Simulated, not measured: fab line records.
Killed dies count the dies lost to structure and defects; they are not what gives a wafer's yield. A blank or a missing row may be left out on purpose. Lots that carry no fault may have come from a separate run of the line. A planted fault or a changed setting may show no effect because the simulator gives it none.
What tool caused it? + flow gf180mcu + 11 lots, 33 wafers sampled, at 1 step of a route of 602

== WHAT THE GAUGES SHOWED, per wafer ==
GF_M5_CD_MEAS_07 targets a cd of 280 nm.
| lot  | measured     | on        | cd_nm (nm)        |
|------|--------------|-----------|-------------------|
| L934 | day 26 16:07 | cd_sem-02 | 281.8 281.3 281.7 |
| L936 | day 27 10:02 | cd_sem-02 | 280.3 280.6 280.2 |
| L937 | day 27 14:58 | cd_sem-02 | 280.8 280.2 281.4 |
| L938 | day 28 00:04 | cd_sem-02 | 279.1 280.1 279.7 |
| L939 | day 28 04:33 | cd_sem-02 | 280.0 281.3 281.2 |
| L945 | day 30 03:43 | cd_sem-01 | 281.1 281.5 280.9 |
| L948 | day 30 22:46 | cd_sem-01 | 280.1 278.8 279.3 |
| L951 | day 31 16:10 | cd_sem-02 | 280.1 278.6 278.6 |
| L952 | day 31 21:16 | cd_sem-02 | 279.2 280.6 279.6 |
| L953 | day 32 00:53 | cd_sem-01 | 278.2 279.0 278.1 |
| L956 | day 32 23:48 | cd_sem-02 | 278.5 278.6 278.2 |

== TOOL THAT RAN EACH LOT (tool first, then ch and the chambers of the sampled wafers, then the start) ==
Before these readings, the record contains no process step.

== THE ANSWER, worked out from the rows above alone ==
Rule: the usual values come from the lots themselves. The widest of any qualifying gaps counts: lots, ordered by their means at a reading, are off when they make up no more than a third of the lots, leave a main group of 4 or more, and stand apart from it by 3 or more times the standard deviation of that group's means. If all means in a main group match to the digits the tables above print for the reading, that group is not used. Also off: a lot with no number at a reading for which 4 or more lots have one. Where the step has rows for the other lots, those lots are counted as sound.
Across all readings shown, no lot is off: no conclusion can be drawn from this.

== WHAT THE SIMULATOR PUT IN ==
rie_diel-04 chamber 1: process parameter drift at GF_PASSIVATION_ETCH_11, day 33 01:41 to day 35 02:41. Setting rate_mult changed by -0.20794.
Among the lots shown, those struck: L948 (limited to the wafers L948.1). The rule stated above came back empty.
